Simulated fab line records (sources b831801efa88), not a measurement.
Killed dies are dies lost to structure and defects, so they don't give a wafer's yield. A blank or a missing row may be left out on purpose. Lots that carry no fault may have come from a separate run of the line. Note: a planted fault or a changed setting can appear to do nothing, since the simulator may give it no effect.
fab line records | flow sky130
record lots=7 wafers=21 last-day=50
route steps=708 shown METAL4@622
lots untouched by any fault: they come from a run of this same line in which no faults occurred
start-h: start of the lot's first displayed wafer, in hours after the record's first day | wait-h: time in hours since the lot's previous step | " unchanged from the row above | L1.1+2: a single row standing in for several wafers | - no value, or no start was given | * or withheld: withheld | < > ~ a bound
route shown NAME@n: names a module that has steps shown in the file, with the first one's number in the route | usual: mean/standard deviation of fault-free wafers | same: alike in all rows | chamber/n: place in a boat | sites: per-site readings | _std_site: how widely they spread, as a standard deviation | _edge_site: mean of outer sites minus mean of inner sites | radius-mm: for every site, how far away it sits from the centre of the wafer | mask NAME#n: copy n | behind: tool/chamber where the wafer was last shaped | hold: the reason the lot was held/the length of the hold in hours/how it ended | device: the transistor (n, p or np) that didn't switch | end of line: at the end of the route, the tests of the same wafers | for a step that has no rows: nothing shown but its recipe | killed: dies that structure and defects cost at the first sort, which is not the same as the wafer's yield | map: the dies of a wafer, with x for killed, . for not killed, _ for no die there
set.NAME: the run value of the setting; set.NAME@STEP: its run value at that earlier step | model.NAME: the simulator's own value behind a step, which no gauge read
lots seen at some steps along the route; tables by step, rows by wafer
services: when a tool's chamber went out of use (start-h, in hours from the record's first day, below 0 if earlier), for how many hours, and the reason
## steps
# step SKY_METAL4_HMDS_06
# recipe prime-time-s=60 prime-temp-c=120
# step SKY_METAL4_COAT_07
# recipe resist=BARC temp-c=withheld time-s=withheld spin-rpm=3000 resist-thk-nm=59.37
# step SKY_METAL4_COAT_08
# recipe resist=KrF-thick spin-rpm=3000 resist-thk-nm=1140
# step SKY_METAL4_SOFTBAKE_09
# recipe temp-c=100 time-s=90 resist=KrF-thick
# step SKY_METAL4_EXPOSE_10
# recipe mask-id=MM4 na=0.68 source-shape=annular sigma-inner=0.4 sigma-outer=0.8 target-cd-nm=300 dose-mj=28
# step SKY_METAL4_PEB_11
# recipe peb-temp-c=withheld peb-time-s=withheld resist=KrF-thick
# step SKY_METAL4_DEVELOP_12
# recipe develop-time-s=60 resist=KrF-thick dev-temp-c=21
# step SKY_METAL4_CD_MEAS_13
# recipe target-cd-nm=300
# usual cd-nm=299.9/1.6
# columns lot.wafer tool chamber start-h wait-h cd-nm
L732.1 cd-sem-01 - 971.89 - 298.4
L732.4 " - " " 297.5
L732.5 " - " " 299.5
L734.2 cd-sem-01 - 987.41 - 300.2
L734.3 " - " " 301.2
L734.6 " - " " 299.4
L741.4 cd-sem-01 - 1039.40 - 298.4
L741.5 " - " " 298.6
L741.6 " - " " 298.7
L742.1 cd-sem-01 - 1049.28 - 301.9
L742.2 " - " " 302.4
L742.3 " - " " 300.5
L743.1 cd-sem-02 - 1053.38 - 298.6
L743.2 " - " " 299.3
L743.5 " - " " 298.6
L750.2 cd-sem-02 - 1093.01 - 303.6
L750.4 " - " " 303.2
L750.5 " - " " 301.8
L752.1 cd-sem-01 - 1109.91 - 300.4
L752.2 " - " " 298.6
L752.3 " - " " 300.1
# step SKY_METAL4_OVL_MEAS_14
# usual METAL4_OVL=0/6.8
# columns lot.wafer tool chamber start-h wait-h METAL4_OVL[nm]
L732.1 overlay-01 - 972.01 0.1 6
L732.4 " - " " 5
L732.5 " - " " 10
L734.2 overlay-01 - 987.52 0.1 0
L734.3 " - " " -5
L734.6 " - " " -7
L741.4 overlay-01 - 1039.48 0.1 -8
L741.5 " - " " -3
L741.6 " - " " -6
L742.1 overlay-02 - 1049.40 0.1 5
L742.2 " - " " 6
L742.3 " - " " 8
L743.1 overlay-01 - 1053.50 0.1 0
L743.2 " - " " -5
L743.5 " - " " -7
L750.2 overlay-02 - 1093.12 0.1 -5
L750.4 " - " " -3
L750.5 " - " " -6
L752.1 overlay-01 - 1110.03 0.1 6
L752.2 " - " " 7
L752.3 " - " " 10
# step SKY_METAL4_DESCUM_15
# recipe chemistry=O2 source-power-w=150 bias-power-w=0 pressure-mtorr=10 temp-c=40 time-s=8
# usual drypump-motor-current-A=5.7/0.48 oes-product-au=1.004/0.0076
# same bias-power-w=0
# columns lot.wafer tool chamber start-h wait-h drypump-motor-current-A oes-product-au rf-hours-counter-h
L732.1 rie-metal-03 0 972.05 0.0 5.7 1.003 13
L732.4 " 0 " " 5.7 1.006 -
L732.5 " 0 " " 5.7 1.003 -
L734.2 rie-metal-03 1 987.55 0.0 5.0 1.019 0
L734.3 " 1 " " 5.0 1.019 -
L734.6 " 1 " " 5.0 1.023 -
L741.4 rie-metal-02 1 1039.51 0.0 6.5 1.009 -
L741.5 " 0 " " 6.3 1.000 -
L741.6 " 1 " " 6.5 1.005 -
L742.1 rie-metal-03 0 1049.44 0.0 5.7 1.001 17
L742.2 " 1 " " 5.0 1.005 3
L742.3 " 0 " " 5.7 1.001 -
L743.1 rie-metal-03 0 1053.54 0.0 5.7 0.989 18
L743.2 " 1 " " 5.0 1.013 4
L743.5 " 0 " " 5.7 0.997 -
L750.2 rie-metal-04 0 1093.15 0.0 5.3 1.007 19
L750.4 " 1 " " 5.8 1.008 -
L750.5 " 1 " " 5.8 1.004 -
L752.1 rie-metal-02 1 1110.07 0.0 6.5 1.010 2
L752.2 " 0 " " 6.3 1.003 20
L752.3 " 0 " " 6.2 1.017 -
# step SKY_METAL4_ETCH_16
# recipe chemistry=N2/H2 target=BARC ion-energy-ev=200 bias-w=100 pressure-mtorr=30 n2-flow-sccm=100 h2-flow-sccm=200 icp-w=500 stop-on=SiO2 time-s=88.2 target-depth-a=600
# usual bias-w=100.0/0.3 chamber-pressure-mTorr=29.999/0.028 drypump-motor-current-A=5.7/0.48 oes-product-au=0.622/0.0046 throttle-valve-pct=13.205/0.011
# columns lot.wafer tool chamber start-h wait-h bias-w chamber-pressure-mTorr drypump-motor-current-A oes-product-au rf-hours-counter-h throttle-valve-pct
L732.1 rie-metal-03 0 972.11 0.1 99.8 29.965 5.7 0.628 13 13.197
L732.4 " 0 " " 100.3 29.928 5.8 0.628 - 13.203
L732.5 " 0 " " 99.9 29.997 5.7 0.627 - 13.205
L734.2 rie-metal-03 1 987.58 0.0 100.1 29.983 5.0 0.622 0 13.185
L734.3 " 1 " " 99.9 29.974 5.0 0.619 - 13.195
L734.6 " 1 " " 99.7 29.957 5.0 0.616 - 13.212
L741.4 rie-metal-02 1 1039.56 0.0 99.7 30.022 6.5 0.629 - 13.194
L741.5 " 0 " " 99.9 30.051 6.3 0.621 - 13.185
L741.6 " 1 " " 99.4 29.969 6.5 0.623 - 13.195
L742.1 rie-metal-03 0 1049.47 0.0 100.0 30.001 5.7 0.623 17 13.226
L742.2 " 1 " " 100.0 30.007 5.0 0.622 3 13.214
L742.3 " 0 " " 100.5 29.949 5.8 0.626 - 13.197
L743.1 rie-metal-03 0 1053.57 0.0 100.0 30.011 5.7 0.623 18 13.208
L743.2 " 1 " " 100.6 30.019 5.0 0.618 4 13.194
L743.5 " 0 " " 99.8 30.000 5.7 0.627 - 13.207
L750.2 rie-metal-04 0 1093.18 0.0 99.5 30.034 5.3 0.627 19 13.205
L750.4 " 1 " " 99.9 29.979 5.8 0.616 - 13.214
L750.5 " 1 " " 100.5 30.012 5.8 0.623 - 13.191
L752.1 rie-metal-02 1 1110.10 0.0 100.1 30.012 6.5 0.613 2 13.211
L752.2 " 0 " " 99.4 30.029 6.3 0.620 20 13.171
L752.3 " 0 " " 99.8 30.014 6.3 0.621 - 13.214
# step SKY_METAL4_ETCH_17
# recipe target=SiO2 stop-on=TiN chemistry=C4F8/O2/Ar source-w=1500 bias-w=1200 pressure-mtorr=40 c4f8-flow-sccm=withheld O2_flow_sccm=6 Ar_flow_sccm=300 time-s=3.9 target-depth-a=150
# usual bias-w=1200/3.4 chamber-pressure-mTorr=40.00/0.038 oes-product-au=0.754/0.0074
# columns lot.wafer tool chamber start-h wait-h bias-w chamber-pressure-mTorr oes-product-au rf-hours-counter-h
L732.1 rie-diel-01 1 972.31 0.2 1200 40.01 0.752 9
L732.4 " 2 " " 1198 40.02 0.759 12
L732.5 " 2 " " 1200 39.98 0.760 -
L734.2 rie-diel-03 3 987.68 0.1 1207 39.96 0.743 2
L734.3 " 2 " " 1201 40.02 0.762 18
L734.6 " 3 " " 1203 39.97 0.751 -
L741.4 rie-diel-04 1 1039.63 0.0 1199 40.02 0.764 22
L741.5 " 2 " " 1197 39.99 0.763 -
L741.6 " 3 " " 1203 40.03 0.755 -
L742.1 rie-diel-04 1 1049.57 0.1 1197 40.02 0.746 22
L742.2 " 2 " " 1204 39.98 0.728 22
L742.3 " 0 " " 1203 39.99 0.750 13
L743.1 rie-diel-03 0 1053.67 0.1 1202 40.04 0.754 9
L743.2 " 2 " " 1203 40.03 0.752 20
L743.5 " 1 " " 1196 40.00 0.764 -
L750.2 rie-diel-01 1 1093.28 0.1 1201 40.01 0.749 11
L750.4 " 0 " " 1199 39.97 0.738 11
L750.5 " 0 " " 1198 40.01 0.759 -
L752.1 rie-diel-01 3 1110.20 0.1 1199 40.07 0.762 10
L752.2 " 1 " " 1199 39.98 0.756 12
L752.3 " 0 " " 1198 40.01 0.754 11
# step SKY_METAL4_METAL_ETCH_18
# recipe target-depth-a=8450 stop-on=SiO2 over-etch-frac=0.3 time-s=183.1 chemistry=Cl2/BCl3 resist-sidewall-deg=88 pressure-mtorr=10 icp-w=900 bias-w=48.5 Cl2_flow_sccm=60 bcl3-flow-sccm=30
# usual bcl3-flow-sccm=30.00/0.094 bias-w=48.53/0.14 drypump-motor-current-A=5.9/0.49 oes-product-au=0.866/0.0062 over-etch-frac=0.3/0 throttle-valve-pct=22.263/0.0079
# columns lot.wafer tool chamber start-h wait-h bcl3-flow-sccm bias-w drypump-motor-current-A oes-product-au over-etch-frac rf-hours-counter-h throttle-valve-pct model.KrF-thick_of_METAL4_COAT_08.thk-nm model.SiO2_of_VIA3_HDPCVD_00.thk-nm
L732.1 rie-metal-04 0 972.33 0.0 30.09 48.59 5.4 0.856 0.3 10 22.268 521.8 434.8
L732.4 " 1 " " 30.09 48.46 5.8 0.869 0.3 - 22.255 524 434
L732.5 " 1 " " 30.16 48.50 5.8 0.866 0.3 - 22.271 526.1 434.7
L734.2 rie-metal-04 0 987.70 0.0 29.99 48.50 5.4 0.860 0.3 11 22.266 510.2 435
L734.3 " 1 " " 29.87 48.33 5.8 0.865 0.3 - 22.254 525.4 436
L734.6 " 0 " " 30.10 48.45 5.4 0.867 0.3 - 22.265 514.5 435.2
L741.4 rie-metal-04 1 1039.73 0.1 - - - - - - - 1072 461.3
L741.5 " 1 " " - - - - - - - 1073 460.9
L741.6 " 0 " " - - - - - - - 1071 460.2
L742.1 rie-metal-04 1 1049.58 0.0 - - - - - - - 1078 460.3
L742.2 " 0 " " - - - - - - - 1077 459.9
L742.3 " 1 " " - - - - - - - 1078 460.2
L743.1 rie-metal-02 1 1053.69 0.0 - - - - - - - 1079 460.9
L743.2 " 0 " " - - - - - - - 1077 461.3
L743.5 " 0 " " - - - - - - - 1077 460.6
L750.2 rie-metal-02 0 1093.30 0.0 29.96 48.38 6.3 0.879 0.3 18 22.279 521.6 434.4
L750.4 " 1 " " 30.00 48.57 6.5 0.881 0.3 - 22.262 525.9 435.7
L750.5 " 0 " " 29.94 48.47 6.3 0.863 0.3 - 22.262 524 433.5
L752.1 rie-metal-04 0 1110.22 0.0 29.89 48.57 5.4 0.863 0.3 20 22.266 512 434.7
L752.2 " 1 " " 30.02 48.43 5.8 0.868 0.3 27 22.264 522.5 434.3
L752.3 " 1 " " 30.03 48.63 5.8 0.856 0.3 - 22.265 518.9 435.1
# step SKY_METAL4_STRIP_19
# recipe chemistry=O2/N2 power-w=1400 pressure-mtorr=1500 platen-temp-c=withheld o2-flow-sccm=3000 n2-flow-sccm=300 overash-fraction=0.5
# usual drypump-motor-current-A=5.7/0.42 oes-product-au=0.500/0.0055 strip-time-to-endpoint-s=6.49/0.063
# columns lot.wafer tool chamber start-h wait-h drypump-motor-current-A oes-product-au rf-hours-counter-h strip-time-to-endpoint-s
L732.1 plasma-asher-02 0 972.50 0.1 5.3 0.502 85 6.46
L732.4 " 1 " " 6.2 0.508 - 6.50
L732.5 " 1 " " 6.2 0.500 - 6.51
L734.2 plasma-asher-03 1 987.87 0.1 5.2 0.493 24 6.35
L734.3 " 0 " " 5.7 0.496 - 6.51
L734.6 " 0 " " 5.7 0.494 - 6.40
L741.4 plasma-asher-04 1 1039.92 0.1 6.4 0.711 - 11.82
L741.5 " 0 " " 5.6 0.721 - 11.82
L741.6 " 1 " " 6.4 0.711 - 11.80
L742.1 plasma-asher-02 1 1049.76 0.1 6.2 0.714 93 11.86
L742.2 " 0 " " 5.3 0.714 93 11.86
L742.3 " 0 " " 5.2 0.708 - 11.88
L743.1 plasma-asher-03 0 1053.86 0.1 5.7 0.707 31 11.88
L743.2 " 1 " " 5.3 0.717 31 11.85
L743.5 " 0 " " 5.7 0.725 - 11.86
L750.2 plasma-asher-02 0 1093.47 0.1 5.3 0.499 97 6.46
L750.4 " 0 " " 5.2 0.504 - 6.52
L750.5 " 1 " " 6.2 0.508 - 6.51
L752.1 plasma-asher-02 0 1110.39 0.1 5.3 0.496 99 6.36
L752.2 " 1 " " 6.2 0.503 99 6.48
L752.3 " 1 " " 6.2 0.501 - 6.44
# step SKY_METAL4_STRIP_20
# recipe chemistry=post-etch-residue-remover time-s=1200 temp-c=72.5
## services
# columns tool chamber start-h hours kind
plasma-asher-03 - 949.34 4.0 pm
rie-metal-03 1 959.50 - clean
rie-metal-03 1 959.50 27.7 scheduled-down
rie-metal-03 1 959.50 27.7 vent-cycle
rie-diel-04 2 992.93 4.6 repair
rie-metal-02 0 1000.64 9.3 repair
rie-diel-01 - 1004.02 4.3 pm
rie-metal-04 - 1007.62 0.5 repair
rie-diel-01 2 1010.81 6.0 repair
plasma-asher-04 - 1018.18 0.6 repair
rie-diel-03 1 1031.41 4.1 repair
rie-diel-01 1 1043.32 29.9 repair
plasma-asher-04 - 1055.25 9.0 pm
rie-diel-03 - 1057.45 0.3 repair
plasma-asher-02 - 1063.98 2.8 pm
rie-metal-02 1 1077.86 - clean
rie-metal-02 1 1077.86 10.8 scheduled-down
rie-metal-02 1 1077.86 10.8 vent-cycle
rie-metal-03 - 1086.78 10.4 repair
rie-diel-03 0 1094.16 14.0 repair
plasma-asher-03 - 1094.23 1.4 repair
rie-diel-04 2 1098.02 5.8 repair
rie-diel-04 3 1105.44 2.9 repair
rie-diel-04 3 1108.34 - clean
## key
first-sign step=SKY_METAL4_METAL_ETCH_18 reading=tool-record direction=missing
effect step=SKY_METAL4_STRIP_19 reading=strip-time-to-endpoint-s direction=up sigmas=85 usual=* struck=*
model-effect step=SKY_METAL4_METAL_ETCH_18 value=KrF-thick_of_METAL4_COAT_08.thk-nm without=526.6 struck=1076
met-at SKY_METAL4_METAL_ETCH_18
struck-wafers L741.4,L741.5,L741.6,L742.1,L742.2,L742.3,L743.1,L743.2,L743.5
later-rows-left-out L741.4,L741.5,L741.6,L742.1,L742.2,L742.3,L743.1,L743.2,L743.5
sort-left-out L741.4,L741.5,L741.6,L742.1,L742.2,L742.3,L743.1,L743.2,L743.5
onset-between 987.70 1039.73
fault kind=skipped-step-whole tool=rie-metal-02,rie-metal-04 chamber=- onset-h=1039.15 steps=SKY_METAL4_METAL_ETCH_18 scope=struck-lots-only
# sort-left-out: the simulated sort isn't trusted on such a fault, so these wafers' sort isn't shown, and their yield isn't known
# later-rows-left-out: the simulator's readings of these wafers behind a module that went badly wrong aren't trusted and aren't shown, but for the sort
